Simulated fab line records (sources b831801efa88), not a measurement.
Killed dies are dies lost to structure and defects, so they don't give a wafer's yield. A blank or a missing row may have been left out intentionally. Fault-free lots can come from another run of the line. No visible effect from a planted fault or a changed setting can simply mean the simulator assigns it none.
What tool caused it? ; flow sky130 ; 12 lots with 36 wafers sampled at 5 steps, on a route of 708 steps

WHAT THE GAUGES SHOWED, per wafer
No reading from a measuring or inspecting step in the record can be judged against a usual standard deviation.

WHAT TOOL EACH LOT RAN ON (gives the tool, then ch and the chambers of the sampled wafers, and finally the start)
lot;SKY_METAL3_CLEAN_21;SKY_METAL5_SPUTTER_03;SKY_METAL5_METAL_ETCH_15;SKY_PASSIVATION_STRIP_12;SKY_PAD_OPEN_PROBE_99
L650;wetBench-02 ch 1, day 39 03:57;pvdSputter-01, day 43 07:49;rieMetal-02 ch 1, day 44 05:47;plasmaAsher-02 ch 0,1, day 45 05:07;prober-01, day 46 04:12
L651;wetBench-02 ch 2, day 39 04:51;pvdSputter-04, day 43 09:53;rieMetal-02 ch 0,1, day 44 08:02;plasmaAsher-04 ch 0,1, day 45 05:59;prober-01, day 46 05:14
L652;wetBench-03 ch 1, day 39 05:36;pvdSputter-01, day 43 10:11;rieMetal-01 ch 0, day 44 09:03;plasmaAsher-01 ch 0,1, day 45 08:20;prober-01, day 46 08:23
L654;wetBench-01 ch 1, day 40 02:25;pvdSputter-04, day 44 06:31;rieMetal-02 ch 0,1, day 45 04:20;plasmaAsher-04 ch 0,1, day 46 02:52;prober-02, day 47 01:35
L653;wetBench-03 ch 1, day 40 03:48;pvdSputter-04, day 44 06:49;rieMetal-01 ch 0,1, day 45 05:20;plasmaAsher-02 ch 0,1, day 46 03:41;prober-01, day 47 03:08
L656;wetBench-03 ch 3, day 40 11:25;pvdSputter-01, day 44 14:33;rieMetal-01 ch 1, day 45 12:08;plasmaAsher-04 ch 0,1, day 46 10:10;prober-02, day 47 07:33
L657;wetBench-01 ch 1, day 40 18:16;pvdSputter-04, day 44 22:07;rieMetal-04 ch 1, day 45 19:28;plasmaAsher-02 ch 0,1, day 46 16:46;prober-02, day 47 14:41
L665;wetBench-02 ch 1, day 42 11:51;pvdSputter-02, day 46 10:31;rieMetal-04 ch 1, day 47 05:20;plasmaAsher-04 ch 1, day 48 01:55;prober-02, day 48 22:20
L666;wetBench-01 ch 3, day 42 22:41;pvdSputter-01, day 46 22:40;rieMetal-04 ch 0,1, day 47 17:40;plasmaAsher-04 ch 0,1, day 48 13:26;prober-01, day 49 08:36
L668;wetBench-03 ch 1, day 43 20:04;pvdSputter-02, day 47 18:32;rieMetal-01 ch 0,1, day 48 12:56;plasmaAsher-04 ch 0,1, day 49 07:07;prober-01, day 50 01:52
L671;wetBench-03 ch 3, day 44 16:24;pvdSputter-04, day 48 09:03;rieMetal-04 ch 0,1, day 49 02:32;plasmaAsher-04 ch 0,1, day 49 20:20;prober-02, day 50 14:31
L673;wetBench-01 ch 0, day 44 22:11;pvdSputter-02, day 48 11:35;rieMetal-04 ch 0,1, day 49 04:44;plasmaAsher-04 ch 0,1, day 49 22:58;prober-02, day 50 17:05
- SKY_METAL3_CLEAN_21: cleans in IPA, time 180 s.
- SKY_METAL5_SPUTTER_03: material Ti, target thk 5 nm, time 3.3 s.
- SKY_METAL5_METAL_ETCH_15: etches the open film in Cl2/BCl3, stops on SiO2, target depth 1260 nm, time 252 s.
- SKY_PASSIVATION_STRIP_12: strips in O2/N2.
- SKY_PAD_OPEN_PROBE_99

WHAT THE TOOLS THEMSELVES READ (means of the sampled wafers that have a number; where no wafer has one, the mark that the record gives instead)
SKY_METAL5_SPUTTER_03. Usual: throttleValvePct reads 30.1 % (standard deviation 0.87).
lot;tool;throttleValvePct (%);flag
L650;pvdSputter-01;30.4;
L651;pvdSputter-04;29.7;
L652;pvdSputter-01;30.7;
L654;pvdSputter-04;30.7;
L653;pvdSputter-04;30.6;
L656;pvdSputter-01;30.9;
L657;pvdSputter-04;29.0;
L665;pvdSputter-02;29.6;
L666;pvdSputter-01;30.3;
L668;pvdSputter-02;29.9;
L671;pvdSputter-04;29.5;
L673;pvdSputter-02;30.2;

SKY_METAL5_METAL_ETCH_15. Usual: drypumpMotorCurrentA 5.7 A, standard deviation 0.34; oesProductAu 0.895 a.u., standard deviation 0.005; throttleValvePct 22.266 %, standard deviation 0.009.
lot;tool;drypumpMotorCurrentA (A);oesProductAu (a.u.);throttleValvePct (%);flag
L650;rieMetal-02;5.3;0.892;22.277;
L651;rieMetal-02;6.0;0.897;22.266;
L652;rieMetal-01;5.7;0.893;22.269;
L654;rieMetal-02;5.9;0.897;22.256;
L653;rieMetal-01;5.8;0.894;22.269;
L656;rieMetal-01;5.9;0.893;22.274;
L657;rieMetal-04;5.5;0.895;22.260;
L665;rieMetal-04;5.5;0.894;22.266;
L666;rieMetal-04;5.6;0.896;22.261;
L668;rieMetal-01;5.8;0.895;22.263;
L671;rieMetal-04;5.7;0.896;22.268;
L673;rieMetal-04;5.6;0.895;22.270;

SKY_PASSIVATION_STRIP_12. Usual: drypumpMotorCurrentA 5.9 A, standard deviation 0.44; o2FlowSccm 3000 sccm, standard deviation 9.2; oesProductAu 0.661 a.u., standard deviation 0.0043; stripTimeToEndpointS 31.57 s, standard deviation 0.15.
lot;tool;drypumpMotorCurrentA (A);o2FlowSccm (sccm);oesProductAu (a.u.);stripTimeToEndpointS (s);flag
L650;plasmaAsher-02;5.4;2997;0.662;31.54;
L651;plasmaAsher-04;6.3;3001;0.663;31.54;
L652;plasmaAsher-01;5.8;3009;0.661;31.62;
L654;plasmaAsher-04;6.2;3004;0.660;31.77;
L653;plasmaAsher-02;5.5;2999;0.661;31.77;
L656;plasmaAsher-04;6.2;3003;0.661;31.52;
L657;plasmaAsher-02;5.4;2997;0.666;31.43;
L665;plasmaAsher-04;6.5;2986;0.661;31.54;
L666;plasmaAsher-04;6.3;3003;0.656;31.53;
L668;plasmaAsher-04;6.2;2992;0.661;31.40;
L671;plasmaAsher-04;6.2;3007;0.658;31.37;
L673;plasmaAsher-04;6.3;2996;0.659;31.56;

SKY_PAD_OPEN_PROBE_99. Usual: defectLimitedYield 82.4 %, standard deviation 1.9; killed_at_M0_to_M3 43, standard deviation 6.5; killed_at_M4_up 3.3, standard deviation 2; killedAtContacts 24, standard deviation 5.2; killedAtFrontEnd 16, standard deviation 4.2; killedAtOther 0.3, standard deviation 0.6; killedDies 87, standard deviation 9.3; killedOpen 47, standard deviation 7.8; killedShort 39, standard deviation 6.2; sort_bin_3_pad_short 0.9 %, standard deviation 0.42; sort_bin_5_function 10.5 %, standard deviation 1.4; sort_bin_6_memory 6.3 %, standard deviation 0.97; sortNPass 405, standard deviation 9.3; sortYieldPct 82.4 %, standard deviation 1.9.
lot;tool;defectLimitedYield (%);killed_at_M0_to_M3;killed_at_M4_up;killedAtContacts;killedAtFrontEnd;killedAtOther;killedDies;killedOpen;killedShort;sort_bin_3_pad_short (%);sort_bin_5_function (%);sort_bin_6_memory (%);sortNPass;sortYieldPct (%);flag
L650;prober-01;82.9;46;2.0;20;15;0.7;84;44;39;0.9;10.2;6.0;408;82.9;
L651;prober-01;83.0;39;2.0;22;20;0.3;84;44;39;0.7;9.1;7.2;408;83.0;
L652;prober-01;81.0;48;2.0;30;14;0.0;94;57;37;0.6;12.1;6.4;398;81.0;
L654;prober-02;82.3;45;1.7;25;15;0.3;87;43;44;1.0;10.4;6.4;405;82.3;
L653;prober-01;82.8;43;4.3;21;16;0.0;84;47;38;0.5;10.1;6.4;408;82.8;
L656;prober-02;71.2;95;2.7;24;19;0.7;142;40;36;3.4;18.6;6.8;350;71.2;OFF
L657;prober-02;82.2;47;4.7;27;9;0.0;88;47;40;1.0;11.3;5.6;404;82.2;
L665;prober-02;79.4;56;5.0;25;16;0.0;101;58;43;1.3;11.9;7.4;391;79.4;
L666;prober-01;81.7;42;4.0;26;18;0.0;90;49;41;1.2;11.1;6.0;402;81.7;
L668;prober-01;83.3;39;3.0;23;18;0.0;82;36;46;0.7;10.3;5.7;410;83.3;
L671;prober-02;84.2;39;2.3;19;17;0.7;78;40;36;0.9;8.7;6.2;414;84.2;
L673;prober-02;80.8;49;3.3;24;18;0.0;95;47;47;0.9;11.6;6.8;397;80.8;

THE ANSWER, worked out from the rows above alone
Rule: take the mean of a lot's wafers that have a number; if it is more than 3 standard deviations from the usual mean, the lot is off. A lot without any number at a reading at which 4 lots or more have one is off too. Where the step has rows for the other lots, those lots are counted as sound. The gauges are gone through in route order, then the tools' own readings, and for those a lot's mean is taken as printed above. The first step at which some lot is off is used, and at that step the reading that is off furthest; a lot without a number counts as furthest.
Off, at SKY_PAD_OPEN_PROBE_99 on killed_at_M0_to_M3: L656.
A tool fits if, at that step or a process step before it, it ran every lot that is off, and no sound lot after the first of them. None of those tried fits.

WHAT THE SIMULATOR HAD PUT IN
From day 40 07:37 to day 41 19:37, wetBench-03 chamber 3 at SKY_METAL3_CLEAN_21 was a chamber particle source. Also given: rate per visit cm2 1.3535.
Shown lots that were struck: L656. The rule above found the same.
